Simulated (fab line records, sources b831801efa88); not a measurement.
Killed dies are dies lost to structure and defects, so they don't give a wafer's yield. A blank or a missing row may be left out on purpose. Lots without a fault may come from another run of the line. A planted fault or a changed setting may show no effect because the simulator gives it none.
Chamber matching | flow sky130 | SKY_SONOS_ONO_ETCH_15 on rie_diel-04: 4 sister chambers
The step etches the open film in CHF3/O2, target depth 19.52 nm, time 7.8 s. 4 wafers are shown with their chamber, then 8 later ones without.

WAFERS WITH THEIR CHAMBER
wafer  | chamber | drypump_motor_current_A (A)
L088.4 | 2       | 5.4
L089.1 | 0       | 5.5
L089.6 | 3       | 5.0
L090.2 | 1       | 5.0

WAFERS WITHOUT THEIR CHAMBER
wafer  | drypump_motor_current_A (A)
L090.4 | 5.5
L090.5 | 5.0
L091.1 | 5.3
L091.2 | 5.4
L091.4 | 5.0
L096.4 | 5.3
L096.5 | 5.3
L096.6 | 5.0

WHICH CHAMBER EACH WENT THROUGH
wafer  | from the rows above     | in truth
L090.4 | can't be placed: 0 or 2 | 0
L090.5 | can't be placed: 1 or 3 | 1
L091.1 | can't be placed: 2 or 0 | 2
L091.2 | can't be placed: 2 or 0 | 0
L091.4 | can't be placed: 1 or 3 | 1
L096.4 | can't be placed: 2 or 0 | 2
L096.5 | can't be placed: 2 or 0 | 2
L096.6 | can't be placed: 1 or 3 | 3
Placed correctly: 0 of 8. Can't be placed from these rows: 8 (the true chamber is among the candidates in 8). Placed wrongly: 0.
How it was worked out, from the rows above alone: a wafer's distance from a chamber is the root of the sum, over the readings, of the square of ((its reading less the chamber's mean) divided by the reading's scatter). The wafer belongs to the nearest chamber; if the next one is less than 2 further off, it can't be placed. A chamber's mean is the mean of its shown wafers. The scatter: with one shown wafer a chamber, the root of the mean of the squares of how far each hidden wafer lies from its nearest shown one.
